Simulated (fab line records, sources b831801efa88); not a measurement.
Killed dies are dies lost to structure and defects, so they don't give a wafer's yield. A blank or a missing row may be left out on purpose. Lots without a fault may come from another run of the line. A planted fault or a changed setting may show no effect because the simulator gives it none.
fab line records | flow gf180mcu
record lots=5 wafers=15 last_day=34
route steps=602 shown MVSD@71 MVPSD@78 VT_IMPLANT@90
lots that met no fault: from a run of the same line without faults
start_h: hours from the record's first day to the start of the lot's first wafer shown | wait_h: hours since the lot's step before | " the same as in the row above | L1.1+2: a row that stands for several wafers | - no value, or no start given | * or withheld: withheld | < > ~ a bound
route shown NAME@n: a module of which the file shows steps, and the number in the route of the first | usual: mean/standard deviation of fault-free wafers | same: alike in all rows | chamber/n: place in a boat | sites: the reading at each site | _std_site: their standard deviation | _edge_site: outer sites' mean less inner sites' | radius_mm: how far each site lies from the wafer's centre | mask NAME#n: copy n | behind: the tool/chamber that last shaped the wafer | hold: why the lot was held/for how many hours/how that ended | device: the transistor (n, p or np) that didn't switch | end of line: the same wafers' tests at the end of the route | a step without rows: its recipe alone | killed: dies lost to structure and defects at the first sort, not the wafer's yield | map: a wafer's dies, x killed, . not, _ none there
set.NAME: the setting as run; set.NAME@STEP: as run at that earlier step | model.NAME: the simulator's own value behind a step, which no gauge read
lots at some steps of the route; a table a step, a row a wafer
services: from which hour (start_h, from the record's first day; less than 0 if before it) a tool's chamber was out of use, for how many hours, and why
## steps
# step GF_MVSD_PEB_05
# recipe temp_c=115 time_s=withheld
# columns lot.wafer tool chamber start_h wait_h
L078.1+2+4 litho_track-02 0 - -
L086.2+3+6 litho_track-02 0 - -
L093.2+3+6 litho_track-04 0 - -
L095.1+3+6 litho_track-04 0 - -
L096.1+2+5 litho_track-01 0 - -
# step GF_MVSD_DEVELOP_06
# recipe wall_angle_deg=90 develop_time_s=60 dev_temp_c=23
# columns lot.wafer tool chamber start_h wait_h
L078.1+2+4 litho_track-02 0 - -
L086.2+3+6 litho_track-02 0 - -
L093.2+3+6 litho_track-04 0 - -
L095.1+3+6 litho_track-04 0 - -
L096.1+2+5 litho_track-01 0 - -
# step GF_MVSD_OVL_MEAS_07
# usual MVSD_OVL=-1.3/1.4
# columns lot.wafer tool chamber start_h wait_h MVSD_OVL[nm]
L078.1 overlay-01 - 105.81 - 0.6
L078.2 " - " " -1.3
L078.4 " - " " -2.1
L086.2 overlay-01 - 153.11 - 0.3
L086.3 " - " " -0.6
L086.6 " - " " -1.2
L093.2 overlay-01 - 193.47 - -1.8
L093.3 " - " " -1.1
L093.6 " - " " -3.3
L095.1 overlay-02 - 203.11 - 1.1
L095.3 " - " " -1.4
L095.6 " - " " 0.3
L096.1 overlay-01 - 209.53 - -1.2
L096.2 " - " " -1.3
L096.5 " - " " -1.6
# step GF_MVSD_IMPLANT_08
# recipe species=P energy_kev=400 dose_cm2=1.6e+13 tilt_deg=0
# columns lot.wafer tool chamber start_h wait_h
L078.1+2+4 implanter-01 0 105.84 0.0
L086.2+3+6 implanter-03 0 153.17 0.0
L093.2+3+6 implanter-03 0 193.55 0.1
L095.1+3+6 implanter-03 0 203.14 0.0
L096.1+2+5 implanter-01 0 209.56 0.0
# step GF_MVSD_IMPLANT_09
# recipe species=P energy_kev=100 dose_cm2=5e+12 tilt_deg=0
# columns lot.wafer tool chamber start_h wait_h
L078.1+2+4 implanter-01 0 105.99 0.1
L086.2+3+6 implanter-03 0 153.32 0.1
L093.2+3+6 implanter-03 0 193.85 0.2
L095.1+3+6 implanter-03 0 203.29 0.1
L096.1+2+5 implanter-01 0 209.71 0.1
# step GF_MVSD_STRIP_10
# recipe chemistry=O2/N2 power_w=1400 pressure_mtorr=1500 platen_temp_c=250 o2_flow_sccm=3000 n2_flow_sccm=300 overash_fraction=0.5
# usual drypump_motor_current_A=5.5/0.46 heater_power_w=346/27 oes_product_au=0.722/0.0042 strip_time_to_endpoint_s=36.93/0.12
# columns lot.wafer tool chamber start_h wait_h drypump_motor_current_A heater_power_w oes_product_au rf_hours_counter_h strip_time_to_endpoint_s
L078.1 plasma_asher-01 1 106.14 0.1 6.1 336 0.726 45 36.93
L078.2 " 0 " " 5.3 323 0.725 45 36.88
L078.4 " 1 " " 6.1 336 0.720 - 36.93
L086.2 plasma_asher-03 0 153.44 0.1 5.7 330 0.724 4 36.93
L086.3 " 0 " " 5.8 347 0.725 - 36.85
L086.6 " 0 " " 5.8 344 0.723 - 36.90
L093.2 plasma_asher-03 0 194.10 0.2 5.8 346 0.719 8 36.96
L093.3 " 0 " " 5.7 344 0.724 - 36.92
L093.6 " 1 " " 5.9 351 0.720 - 36.92
L095.1 plasma_asher-04 0 203.44 0.1 4.8 329 0.722 41 37.01
L095.3 " 0 " " 4.8 329 0.724 - 37.05
L095.6 " 0 " " 4.8 332 0.726 - 36.93
L096.1 plasma_asher-01 1 209.86 0.1 6.1 341 0.723 55 36.96
L096.2 " 0 " " 5.3 323 0.720 55 36.93
L096.5 " 1 " " 6.1 340 0.717 - 36.90
# step GF_MVSD_TW_MEAS_11
# usual MVSD_TW=1569/17
# columns lot.wafer tool chamber start_h wait_h MVSD_TW
L078.1 film_metro-04 - 106.24 0.1 1584
L078.2 " - " " 1575
L078.4 " - " " 1583
L086.2 film_metro-02 - 153.55 0.1 1579
L086.3 " - " " 1579
L086.6 " - " " 1572
L093.2 film_metro-04 - 194.20 0.1 1586
L093.3 " - " " 1583
L093.6 " - " " 1574
L095.1 film_metro-02 - 203.54 0.1 1572
L095.3 " - " " 1580
L095.6 " - " " 1574
L096.1 film_metro-04 - 209.96 0.1 1583
L096.2 " - " " 1597
L096.5 " - " " 1589
# step GF_MVPSD_DEHYDRATE_00
# recipe temp_c=200 time_s=60
# columns lot.wafer tool chamber start_h wait_h
L078.1+2+4 litho_track-04 0 112.76 6.5
L086.2+3+6 litho_track-04 0 160.43 6.9
L093.2+3+6 litho_track-04 0 201.83 7.6
L095.1+3+6 litho_track-01 0 210.18 6.6
L096.1+2+5 litho_track-01 0 218.43 8.5
# step GF_MVPSD_HMDS_01
# recipe prime_time_s=60 prime_temp_c=120
# columns lot.wafer tool chamber start_h wait_h
L078.1+2+4 litho_track-04 0 112.91 0.1
L086.2+3+6 litho_track-04 0 160.58 0.1
L093.2+3+6 litho_track-04 0 201.98 0.1
L095.1+3+6 litho_track-01 0 210.33 0.1
L096.1+2+5 litho_track-01 0 218.58 0.1
# step GF_MVPSD_COAT_02
# recipe spin_rpm=2000 resist_thk_nm=3000
# columns lot.wafer tool chamber start_h wait_h
L078.1+2+4 litho_track-04 0 113.06 0.1
L086.2+3+6 litho_track-04 0 160.73 0.1
L093.2+3+6 litho_track-04 0 202.13 0.1
L095.1+3+6 litho_track-01 0 210.48 0.1
L096.1+2+5 litho_track-01 0 218.73 0.1
# step GF_MVPSD_SOFTBAKE_03
# recipe temp_c=110 time_s=withheld
# columns lot.wafer tool chamber start_h wait_h
L078.1+2+4 litho_track-04 0 113.21 0.1
L086.2+3+6 litho_track-04 0 160.89 0.1
L093.2+3+6 litho_track-04 0 202.29 0.1
L095.1+3+6 litho_track-01 0 210.63 0.1
L096.1+2+5 litho_track-01 0 218.88 0.1
# step GF_MVPSD_EXPOSE_04
# recipe mask_id=MVPSD target_cd_nm=1000 na=0.6 source_shape=conventional sigma_outer=0.6 dose_mj=260
# columns lot.wafer tool chamber start_h wait_h mask
L078.1+2+4 iline_stepper-02 0 - - MVPSD#0
L086.2+3+6 iline_stepper-01 0 - - MVPSD#0
L093.2+3+6 iline_stepper-01 0 - - MVPSD#0
L095.1+3+6 iline_stepper-02 0 - - MVPSD#0
L096.1+2+5 iline_stepper-02 0 - - MVPSD#0
# step GF_MVPSD_PEB_05
# recipe temp_c=115 time_s=withheld
# columns lot.wafer tool chamber start_h wait_h
L078.1+2+4 litho_track-03 0 - -
L086.2+3+6 litho_track-04 0 - -
L093.2+3+6 litho_track-01 0 - -
L095.1+3+6 litho_track-01 0 - -
L096.1+2+5 litho_track-01 0 - -
# step GF_MVPSD_DEVELOP_06
# recipe wall_angle_deg=90 develop_time_s=60 dev_temp_c=23
# columns lot.wafer tool chamber start_h wait_h
L078.1+2+4 litho_track-03 0 - -
L086.2+3+6 litho_track-04 0 - -
L093.2+3+6 litho_track-01 0 - -
L095.1+3+6 litho_track-01 0 - -
L096.1+2+5 litho_track-01 0 - -
# step GF_MVPSD_OVL_MEAS_07
# usual MVPSD_OVL=-0.6/1.7
# columns lot.wafer tool chamber start_h wait_h MVPSD_OVL[nm]
L078.1 overlay-01 - 120.69 - -1.4
L078.2 " - " " -1.6
L078.4 " - " " -2.2
L086.2 overlay-01 - 169.32 - 1.3
L086.3 " - " " 0.4
L086.6 " - " " 1.9
L093.2 overlay-02 - 209.18 - -3.4
L093.3 " - " " -1.2
L093.6 " - " " -1.8
L095.1 overlay-01 - 220.03 - -3.1
L095.3 " - " " -1.8
L095.6 " - " " -1.3
L096.1 overlay-02 - 227.38 - 0.4
L096.2 " - " " -0.8
L096.5 " - " " -0.6
# step GF_MVPSD_IMPLANT_08
# recipe species=B energy_kev=170 dose_cm2=1.5e+13 tilt_deg=0
# columns lot.wafer tool chamber start_h wait_h
L078.1+2+4 implanter-01 0 120.73 0.0
L086.2+3+6 implanter-02 0 169.37 0.0
L093.2+3+6 implanter-03 0 209.24 0.0
L095.1+3+6 implanter-03 0 220.06 0.0
L096.1+2+5 implanter-02 0 227.41 0.0
# step GF_MVPSD_IMPLANT_09
# recipe species=B energy_kev=40 dose_cm2=5e+12 tilt_deg=0
# columns lot.wafer tool chamber start_h wait_h
L078.1+2+4 implanter-01 0 120.88 0.1
L086.2+3+6 implanter-02 0 169.52 0.1
L093.2+3+6 implanter-03 0 209.39 0.1
L095.1+3+6 implanter-03 0 220.21 0.1
L096.1+2+5 implanter-02 0 227.56 0.1
# step GF_MVPSD_STRIP_10
# recipe chemistry=O2/N2 power_w=1400 pressure_mtorr=1500 platen_temp_c=250 o2_flow_sccm=3000 n2_flow_sccm=300 overash_fraction=0.5
# usual drypump_motor_current_A=5.8/0.33 heater_power_w=340/15 oes_product_au=0.723/0.0045 strip_time_to_endpoint_s=36.95/0.1
# columns lot.wafer tool chamber start_h wait_h drypump_motor_current_A heater_power_w oes_product_au rf_hours_counter_h strip_time_to_endpoint_s
L078.1 plasma_asher-02 0 121.03 0.1 6.2 344 0.729 47 36.90
L078.2 " 1 " " 5.6 358 0.724 47 36.83
L078.4 " 1 " " 5.6 367 0.722 - 36.96
L086.2 plasma_asher-02 1 169.65 0.1 5.6 355 0.723 52 37.06
L086.3 " 1 " " 5.6 362 0.723 - 37.03
L086.6 " 1 " " 5.6 356 0.720 - 36.90
L093.2 plasma_asher-02 0 209.51 0.1 6.3 347 0.734 56 36.86
L093.3 " 0 " " 6.3 343 0.729 - 36.92
L093.6 " 1 " " 5.6 357 0.721 - 36.93
L095.1 plasma_asher-01 1 220.36 0.1 6.1 328 0.733 57 36.89
L095.3 " 1 " " 6.1 335 0.724 - 36.91
L095.6 " 0 " " 5.3 308 0.731 - 36.97
L096.1 plasma_asher-01 1 227.71 0.1 6.1 336 0.725 58 37.21
L096.2 " 0 " " 5.3 314 0.725 58 37.17
L096.5 " 1 " " 6.1 344 0.722 - 37.19
# step GF_MVPSD_TW_MEAS_11
# usual MVPSD_TW=552/5.8
# columns lot.wafer tool chamber start_h wait_h MVPSD_TW
L078.1 film_metro-01 - 121.13 0.1 544
L078.2 " - " " 545
L078.4 " - " " 545
L086.2 film_metro-01 - 169.76 0.1 544
L086.3 " - " " 546
L086.6 " - " " 545
L093.2 film_metro-04 - 209.62 0.1 559
L093.3 " - " " 557
L093.6 " - " " 558
L095.1 film_metro-04 - 220.46 0.1 556
L095.3 " - " " 554
L095.6 " - " " 553
L096.1 film_metro-04 - 227.81 0.1 553
L096.2 " - " " 549
L096.5 " - " " 552
# step GF_VT_IMPLANT_DEHYDRATE_00
# recipe temp_c=200 time_s=60
# columns lot.wafer tool chamber start_h wait_h
L078.1+2+4 litho_track-04 0 127.46 6.3
L086.2+3+6 litho_track-04 0 177.23 7.5
L093.2+3+6 litho_track-02 0 218.33 8.7
L095.1+3+6 litho_track-04 0 228.31 7.8
L096.1+2+5 litho_track-03 0 236.69 8.9
# step GF_VT_IMPLANT_HMDS_01
# recipe prime_time_s=60 prime_temp_c=120
# columns lot.wafer tool chamber start_h wait_h
L078.1+2+4 litho_track-04 0 127.61 0.1
L086.2+3+6 litho_track-04 0 177.38 0.1
L093.2+3+6 litho_track-02 0 218.48 0.1
L095.1+3+6 litho_track-04 0 228.46 0.1
L096.1+2+5 litho_track-03 0 236.84 0.1
# step GF_VT_IMPLANT_COAT_02
# recipe resist=NOVOLAK spin_rpm=3000 resist_thk_nm=1000
# columns lot.wafer tool chamber start_h wait_h
L078.1+2+4 litho_track-04 0 127.76 0.1
L086.2+3+6 litho_track-04 0 177.53 0.1
L093.2+3+6 litho_track-02 0 218.63 0.1
L095.1+3+6 litho_track-04 0 228.61 0.1
L096.1+2+5 litho_track-03 0 236.99 0.1
# step GF_VT_IMPLANT_SOFTBAKE_03
# recipe temp_c=90 time_s=60 resist=NOVOLAK
# columns lot.wafer tool chamber start_h wait_h
L078.1+2+4 litho_track-04 0 127.91 0.1
L086.2+3+6 litho_track-04 0 177.68 0.1
L093.2+3+6 litho_track-02 0 218.78 0.1
L095.1+3+6 litho_track-04 0 228.76 0.1
L096.1+2+5 litho_track-03 0 237.14 0.1
# step GF_VT_IMPLANT_EXPOSE_04
# recipe mask_id=LVPWELL_LV_AREA target_cd_nm=600 na=0.6 source_shape=conventional sigma_outer=0.6 dose_mj=140
# columns lot.wafer tool chamber start_h wait_h mask
L078.1+2+4 iline_stepper-01 0 - - LVPWELL_LV_AREA#0
L086.2+3+6 iline_stepper-02 0 - - LVPWELL_LV_AREA#0
L093.2+3+6 iline_stepper-01 0 - - LVPWELL_LV_AREA#0
L095.1+3+6 iline_stepper-01 0 - - LVPWELL_LV_AREA#0
L096.1+2+5 iline_stepper-02 0 - - LVPWELL_LV_AREA#0
# step GF_VT_IMPLANT_PEB_05
# recipe temp_c=withheld time_s=* resist=NOVOLAK
# columns lot.wafer tool chamber start_h wait_h
L078.1+2+4 litho_track-04 0 - -
L086.2+3+6 litho_track-04 0 - -
L093.2+3+6 litho_track-04 0 - -
L095.1+3+6 litho_track-02 0 - -
L096.1+2+5 litho_track-03 0 - -
# step GF_VT_IMPLANT_DEVELOP_06
# recipe develop_time_s=60 dev_temp_c=23
# columns lot.wafer tool chamber start_h wait_h
L078.1+2+4 litho_track-04 0 134.81 0.1
L086.2+3+6 litho_track-04 0 185.58 0.1
L093.2+3+6 litho_track-04 0 227.18 0.1
L095.1+3+6 litho_track-02 0 238.10 0.1
L096.1+2+5 litho_track-03 0 246.04 0.1
# step GF_VT_IMPLANT_OVL_MEAS_07
# usual VT_IMPLANT_OVL=-0.1/1.5
# columns lot.wafer tool chamber start_h wait_h VT_IMPLANT_OVL[nm]
L078.1 overlay-02 - 134.96 0.1 0.2
L078.2 " - " " 0.3
L078.4 " - " " -0.2
L086.2 overlay-02 - 185.72 0.1 0.3
L086.3 " - " " 0.8
L086.6 " - " " 0.7
L093.2 overlay-02 - 227.31 0.1 -3.1
L093.3 " - " " -3.5
L093.6 " - " " -3.0
L095.1 overlay-01 - 238.25 0.1 1.2
L095.3 " - " " 1.5
L095.6 " - " " 3.2
L096.1 overlay-01 - 246.19 0.1 1.3
L096.2 " - " " 2.4
L096.5 " - " " 1.6
# step GF_VT_IMPLANT_IMPLANT_08
# recipe species=BF2 energy_kev=20 dose_cm2=8.29e+12 tilt_deg=7
# columns lot.wafer tool chamber start_h wait_h
L078.1+2+4 implanter-03 0 135.00 0.0
L086.2+3+6 implanter-03 0 185.77 0.0
L093.2+3+6 implanter-04 0 227.37 0.0
L095.1+3+6 implanter-04 0 238.29 0.0
L096.1+2+5 implanter-02 0 246.22 0.0
# step GF_VT_IMPLANT_STRIP_09
# recipe chemistry=O2/N2 power_w=1400 pressure_mtorr=1500 platen_temp_c=250 o2_flow_sccm=3000 n2_flow_sccm=300 overash_fraction=0.5
# usual drypump_motor_current_A=5.7/0.41 heater_power_w=354/18 oes_product_au=0.715/0.0046 strip_time_to_endpoint_s=12.627/0.027
# columns lot.wafer tool chamber start_h wait_h drypump_motor_current_A heater_power_w oes_product_au rf_hours_counter_h strip_time_to_endpoint_s
L078.1 plasma_asher-03 1 135.15 0.1 5.9 341 0.710 2 12.614
L078.2 " 0 " " 5.8 355 0.721 2 12.636
L078.4 " 1 " " 5.9 345 0.722 - 12.651
L086.2 plasma_asher-04 0 185.90 0.1 4.8 338 0.718 39 12.662
L086.3 " 1 " " 5.7 383 0.714 - 12.629
L086.6 " 0 " " 4.8 339 0.715 - 12.624
L093.2 plasma_asher-02 1 227.49 0.1 5.6 355 0.718 57 12.631
L093.3 " 1 " " 5.6 354 0.715 - 12.643
L093.6 " 1 " " 5.6 363 0.710 - 12.643
L095.1 plasma_asher-02 0 238.44 0.1 6.2 339 0.712 58 12.608
L095.3 " 0 " " 6.3 349 0.709 - 12.652
L095.6 " 0 " " 6.3 346 0.707 - 12.614
L096.1 plasma_asher-04 0 246.37 0.1 4.8 339 0.718 46 12.624
L096.2 " 1 " " 5.7 386 0.713 46 12.621
L096.5 " 0 " " 4.8 327 0.718 - 12.594
# step GF_VT_IMPLANT_TW_MEAS_10
# usual VT_IMPLANT_TW=560/6.1
# columns lot.wafer tool chamber start_h wait_h VT_IMPLANT_TW
L078.1 film_metro-03 - 135.25 0.1 560
L078.2 " - " " 562
L078.4 " - " " 564
L086.2 film_metro-01 - 186.01 0.1 556
L086.3 " - " " 554
L086.6 " - " " 556
L093.2 film_metro-03 - 227.60 0.1 558
L093.3 " - " " 553
L093.6 " - " " 557
L095.1 film_metro-04 - 238.54 0.1 563
L095.3 " - " " 566
L095.6 " - " " 566
L096.1 film_metro-01 - 246.47 0.1 557
L096.2 " - " " 557
L096.5 " - " " 553
# step GF_VT_IMPLANT_DEHYDRATE_11
# recipe temp_c=200 time_s=60
# columns lot.wafer tool chamber start_h wait_h
L078.1+2+4 litho_track-04 0 142.16 6.9
L086.2+3+6 litho_track-03 0 193.56 7.5
L093.2+3+6 litho_track-02 0 235.83 8.2
L095.1+3+6 litho_track-02 0 246.95 8.4
L096.1+2+5 litho_track-04 0 255.46 9.0
# step GF_VT_IMPLANT_HMDS_12
# recipe prime_time_s=60 prime_temp_c=120
# columns lot.wafer tool chamber start_h wait_h
L078.1+2+4 litho_track-04 0 142.31 0.1
L086.2+3+6 litho_track-03 0 193.71 0.1
L093.2+3+6 litho_track-02 0 235.98 0.1
L095.1+3+6 litho_track-02 0 247.10 0.1
L096.1+2+5 litho_track-04 0 255.61 0.1
# step GF_VT_IMPLANT_COAT_13
# recipe resist=NOVOLAK spin_rpm=3000 resist_thk_nm=1000
# columns lot.wafer tool chamber start_h wait_h
L078.1+2+4 litho_track-04 0 142.46 0.1
L086.2+3+6 litho_track-03 0 193.86 0.1
L093.2+3+6 litho_track-02 0 236.13 0.1
L095.1+3+6 litho_track-02 0 247.25 0.1
L096.1+2+5 litho_track-04 0 255.76 0.1
# step GF_VT_IMPLANT_SOFTBAKE_14
# recipe temp_c=90 time_s=60 resist=NOVOLAK
# columns lot.wafer tool chamber start_h wait_h
L078.1+2+4 litho_track-04 0 142.61 0.1
L086.2+3+6 litho_track-03 0 194.01 0.1
L093.2+3+6 litho_track-02 0 236.28 0.1
L095.1+3+6 litho_track-02 0 247.40 0.1
L096.1+2+5 litho_track-04 0 255.91 0.1
# step GF_VT_IMPLANT_EXPOSE_15
# recipe mask_id=Nwell_LV_AREA target_cd_nm=860 na=0.6 source_shape=conventional sigma_outer=0.6 dose_mj=140
# columns lot.wafer tool chamber start_h wait_h mask
L078.1+2+4 iline_stepper-01 0 - - Nwell_LV_AREA#0
L086.2+3+6 iline_stepper-01 0 - - Nwell_LV_AREA#0
L093.2+3+6 iline_stepper-01 0 - - Nwell_LV_AREA#0
L095.1+3+6 iline_stepper-01 0 - - Nwell_LV_AREA#0
L096.1+2+5 iline_stepper-01 0 - - Nwell_LV_AREA#0
# step GF_VT_IMPLANT_PEB_16
# recipe temp_c=withheld time_s=* resist=NOVOLAK
# columns lot.wafer tool chamber start_h wait_h
L078.1+2+4 litho_track-03 0 - -
L086.2+3+6 litho_track-02 0 - -
L093.2+3+6 litho_track-02 0 - -
L095.1+3+6 litho_track-04 0 - -
L096.1+2+5 litho_track-04 0 - -
# step GF_VT_IMPLANT_DEVELOP_17
# recipe develop_time_s=60 dev_temp_c=23
# columns lot.wafer tool chamber start_h wait_h
L078.1+2+4 litho_track-03 0 150.24 0.1
L086.2+3+6 litho_track-02 0 201.98 0.1
L093.2+3+6 litho_track-02 0 244.68 0.1
L095.1+3+6 litho_track-04 0 257.16 0.1
L096.1+2+5 litho_track-04 0 265.11 0.1
# step GF_VT_IMPLANT_OVL_MEAS_18
# usual VT_IMPLANT_01_OVL=-1.3/1.9
# columns lot.wafer tool chamber start_h wait_h VT_IMPLANT_01_OVL[nm]
L078.1 overlay-02 - 150.39 0.1 -2.1
L078.2 " - " " -2.3
L078.4 " - " " -2.2
L086.2 overlay-02 - 202.11 0.1 -1.7
L086.3 " - " " -1.5
L086.6 " - " " 0.5
L093.2 overlay-01 - 244.81 0.1 -1.1
L093.3 " - " " -1.1
L093.6 " - " " -0.3
L095.1 overlay-01 - 257.31 0.1 0.2
L095.3 " - " " -0.2
L095.6 " - " " -1.8
L096.1 overlay-01 - 265.26 0.1 -2.2
L096.2 " - " " -3.0
L096.5 " - " " -1.9
# step GF_VT_IMPLANT_IMPLANT_19
# recipe species=As energy_kev=100 dose_cm2=4.35e+12 tilt_deg=7
# columns lot.wafer tool chamber start_h wait_h
L078.1+2+4 implanter-04 0 150.43 0.0
L086.2+3+6 implanter-04 0 202.17 0.0
L093.2+3+6 implanter-03 0 244.86 0.0
L095.1+3+6 implanter-02 0 257.34 0.0
L096.1+2+5 implanter-04 0 265.29 0.0
# step GF_VT_IMPLANT_STRIP_20
# recipe chemistry=O2/N2 power_w=1400 pressure_mtorr=1500 platen_temp_c=250 o2_flow_sccm=3000 n2_flow_sccm=300 overash_fraction=0.5
# usual drypump_motor_current_A=5.6/0.43 heater_power_w=354/20 oes_product_au=0.717/0.0045 strip_time_to_endpoint_s=12.61/0.034
# columns lot.wafer tool chamber start_h wait_h drypump_motor_current_A heater_power_w oes_product_au rf_hours_counter_h strip_time_to_endpoint_s
L078.1 plasma_asher-04 0 150.58 0.1 4.8 331 0.721 35 12.64
L078.2 " 1 " " 5.7 389 0.711 35 12.65
L078.4 " 0 " " 4.8 340 0.715 - 12.66
L086.2 plasma_asher-04 0 202.29 0.1 4.8 328 0.717 41 12.65
L086.3 " 0 " " 4.8 336 0.712 - 12.63
L086.6 " 0 " " 4.8 327 0.717 - 12.58
L093.2 plasma_asher-02 0 244.99 0.1 6.3 348 0.722 58 12.62
L093.3 " 1 " " 5.6 366 0.705 - 12.62
L093.6 " 0 " " 6.3 343 0.718 - 12.62
L095.1 plasma_asher-03 1 257.49 0.1 5.9 346 0.714 15 12.59
L095.3 " 1 " " 5.9 341 0.711 - 12.63
L095.6 " 1 " " 5.9 348 0.714 - 12.63
L096.1 plasma_asher-04 0 265.44 0.1 4.8 333 0.717 48 12.65
L096.2 " 1 " " 5.7 399 0.708 48 12.61
L096.5 " 1 " " 5.7 387 0.708 - 12.61
## services
# columns tool chamber start_h hours kind
implanter-04 - 99.28 6.6 repair
plasma_asher-03 - 108.75 9.0 pm
plasma_asher-03 0 108.75 9.0 vent_cycle
plasma_asher-03 1 108.75 9.0 vent_cycle
iline_stepper-01 - 115.20 4.4 pm
plasma_asher-03 0 117.75 - clean
plasma_asher-03 1 117.75 - clean
iline_stepper-02 - 134.37 13.2 repair
implanter-04 - 159.73 9.1 repair
plasma_asher-02 - 167.28 0.5 repair
plasma_asher-03 - 174.64 1.2 repair
implanter-04 - 182.63 2.4 pm
iline_stepper-01 - 187.66 1.7 pm
iline_stepper-01 - 209.16 5.6 repair
plasma_asher-02 - 209.82 14.6 pm
implanter-01 - 217.00 4.4 pm
implanter-04 - 229.40 1.2 repair
plasma_asher-02 - 230.22 5.5 repair
iline_stepper-02 - 248.00 1.7 pm
plasma_asher-02 - 261.83 4.0 pm
## key
fault none
